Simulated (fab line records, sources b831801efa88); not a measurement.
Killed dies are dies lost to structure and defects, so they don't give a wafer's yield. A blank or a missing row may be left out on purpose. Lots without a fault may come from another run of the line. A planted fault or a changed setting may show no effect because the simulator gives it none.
Chamber matching | flow gf180mcu | GF_V5_CMP_04 on cmp-02: 4 sister chambers
The step polishes SiO2. 14 wafers are shown with their chamber, then 7 later ones without.

WAFERS WITH THEIR CHAMBER
wafer  | chamber | motor_current_A (A) | retaining_ring_pressure_frac
L286.1 | 1       | 11.4                | 0.994
L286.5 | 2       | 11.1                | 1.000
L286.6 | 3       | 9.9                 | 1.002
L288.1 | 1       | 10.9                | 1.002
L288.4 | 0       | 14.6                | 1.003
L288.5 | 0       | 14.9                | 1.003
L297.1 | 3       | 10.0                | 1.003
L297.3 | 0       | 14.4                | 1.001
L297.5 | 1       | 11.6                | 1.000
L298.4 | 0       | 14.3                | 1.010
L298.5 | 1       | 11.3                | 0.997
L298.6 | 2       | 10.2                | 1.001
L299.3 | 1       | 11.7                | 0.996
L299.4 | 2       | 10.7                | 1.000

SIGNATURES (means of the wafers above)
reading                      | chamber 0 | chamber 1 | chamber 2 | chamber 3 | scatter within a chamber
motor_current_A              | 14.550    | 11.380    | 10.667    | 9.950     | 0.318
retaining_ring_pressure_frac | 1.00425   | 0.99780   | 1.00033   | 1.00250   | 0.00298
Rule: a wafer's distance from a chamber is the root of the sum, over the readings, of the square of ((its reading less the chamber's mean) divided by the reading's scatter). The wafer belongs to the nearest chamber; if the next one is less than 2 further off, it can't be placed. The scatter: the root of (the sum of the squares of (reading less its chamber's mean) over the shown wafers, divided by (wafers less chambers)).

WAFERS WITHOUT THEIR CHAMBER
wafer  | motor_current_A (A) | retaining_ring_pressure_frac
L299.5 | 9.8                 | 1.003
L305.3 | 11.2                | 1.008
L305.4 | 10.1                | 0.994
L305.6 | 11.3                | 1.006
L309.3 | 14.5                | 1.004
L309.4 | 10.5                | 0.999
L309.5 | 14.7                | 1.006

WHICH CHAMBER EACH WENT THROUGH
wafer  | from the rows above          | in truth
L299.5 | 3                            | 3
L305.3 | can't be placed: 2 or 1 or 3 | 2
L305.4 | can't be placed: 2 or 3 or 1 | 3
L305.6 | can't be placed: 2 or 1 or 3 | 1
L309.3 | 0                            | 0
L309.4 | can't be placed: 2 or 3      | 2
L309.5 | 0                            | 0
Placed correctly: 3 of 7. Can't be placed from these rows: 4 (the true chamber is among the candidates in 4). Placed wrongly: 0.
